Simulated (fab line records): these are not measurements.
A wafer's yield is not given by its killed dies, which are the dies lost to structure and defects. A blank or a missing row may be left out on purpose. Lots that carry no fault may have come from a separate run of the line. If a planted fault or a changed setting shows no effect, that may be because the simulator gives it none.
A struck lot beside a sound one | flow sky130 | 19 out of 708 route steps
Sound: wafers L487.1, L487.2, L487.4. The struck wafers were L497.1, L497.3, L497.5. The cause is named last.
Each step with rows lists, per side, the tool, then ch with its chambers, then its first start. Under that, the readings that differ: sound wafers | struck wafers | difference of the means | sigmas: that difference in standard deviations of wafers without a fault.
alike: a reading whose means differ by less than 2 such deviations, as well as words and numbers matching on both sides. not compared: withheld readings; readings where some wafer has no value; bounds like >300 that might hide an equal value; numbers whose values overlap and for which the record gives no deviation.
Wherever a step has rows on one side only, a row that says differs or no value, or a row with sigmas, the two part there. Numbers that don't overlap but have no deviation are shown without sigmas and don't part them. A reading that every wafer of one side lacks parts them only if that side has two wafers or more.

first, 3 steps without rows for these wafers: SKY_POLY_CUT_EXPOSE_05 (exposes mask NPCM, target cd 270 nm); SKY_POLY_CUT_PEB_06; SKY_POLY_CUT_DEVELOP_07 (develop time 60 s).
SKY_POLY_CUT_CD_MEAS_08: the cd target is 270 nm.
  sound on cd-sem-01 at day 24 02:16; struck on cd-sem-02 at day 28 09:26
  alike: cd-nm
SKY_POLY_CUT_OVL_MEAS_09:
  sound on overlay-02 at day 24 02:23; struck on overlay-01 at day 28 09:33
  alike: POLY_CUT_OVL
SKY_POLY_CUT_ETCH_10: etches BARC in N2/H2, stops on SiO2, time 45.9 s, target depth 60 nm.
  sound on rie-diel-03 ch 0,2,3, day 24 02:25; struck on rie-diel-01 ch 0,1,3, day 28 09:35
  alike: drypump-motor-current-A, oes-product-au, throttle-valve-pct
  not compared: rf-hours-counter-h
SKY_POLY_CUT_ETCH_11: etches Si3N4 in CF4/CH2F2/Ar, stops on poly-Si, time 42.5 s, target depth 60 nm.
  sound on rie-diel-03 ch 0,2,3, day 24 02:28; struck on rie-diel-01 ch 0,1,3, day 28 09:38
  alike: cf4-flow-sccm, ch2f2-flow-sccm, drypump-motor-current-A, oes-product-au, throttle-valve-pct
  not compared: rf-hours-counter-h
SKY_POLY_CUT_STRIP_12: strips in O2/N2.
  sound on plasma-asher-01 ch 0,1, day 24 02:30; struck on plasma-asher-01 ch 0,1, day 28 09:40
  reading                      | sound             | struck            | difference | sigmas
  strip-time-to-endpoint-s (s) | 5.356 5.332 5.360 | 5.392 5.377 5.385 | +0.035     | +2
  alike: drypump-motor-current-A, o2-flow-sccm, oes-product-au
  not compared: rf-hours-counter-h
then, 4 steps without rows for these wafers: SKY_SD_P_DEHYDRATE_00 (time 60 s); SKY_SD_P_HMDS_01 (prime time 60 s); SKY_SD_P_COAT_02 (resist thk 1140 nm); SKY_SD_P_SOFTBAKE_03 (time 60 s).
SKY_SD_P_EXPOSE_04: exposes mask PSDM, target cd 380 nm.
  sound on iline-stepper-02 ch 0, day 24 16:38; struck on iline-stepper-02 ch 0, day 29 00:46
  reading                      | sound                | struck            | difference | sigmas
  model.SD_P.overlay-x-nm (nm) | 0.1282 0.1282 0.1282 | 74.52 74.52 74.52 | +74.39     |
  alike: mask
then, 2 steps without rows for these wafers: SKY_SD_P_PEB_05; SKY_SD_P_DEVELOP_06 (develop time 60 s).
SKY_SD_P_CD_MEAS_07: the cd target is 380 nm.
  sound on cd-sem-01 at day 25 07:46; struck on cd-sem-02 at day 29 13:59
  alike: cd-nm
SKY_SD_P_OVL_MEAS_08:
  sound on overlay-02 at day 25 07:53; struck on overlay-01 at day 29 14:06
  reading       | sound          | struck         | difference | sigmas
  SD_P_OVL (nm) | -1.1 -0.2 -0.9 | 77.0 74.3 75.4 | +76.3      | +48
following that, these wafers have no rows for 1 step: SKY_SD_P_IMPLANT_09.
-- a jump in the record: the struck wafers' starts before and after are 19 days apart (it breaks off in module SD_P and resumes in module PAD_OPEN, where the first step shown is number 708 of the route) --
SKY_PAD_OPEN_PROBE_99:
  sound on prober-01 at day 45 14:50; struck on prober-01 at day 48 19:17
  alike: killed_at_M0_to_M3, killed_at_M4_up, killed-at-contacts, killed-at-front-end, killed-at-other, killed-dies, killed-open, killed-short

== WHERE THEY PART ==
First at SKY_POLY_CUT_STRIP_12; last, within this record, at SKY_SD_P_OVL_MEAS_08. Later steps at which nothing parts them and some readings are alike: SKY_PAD_OPEN_PROBE_99.

WHY: what had been put in by the simulator
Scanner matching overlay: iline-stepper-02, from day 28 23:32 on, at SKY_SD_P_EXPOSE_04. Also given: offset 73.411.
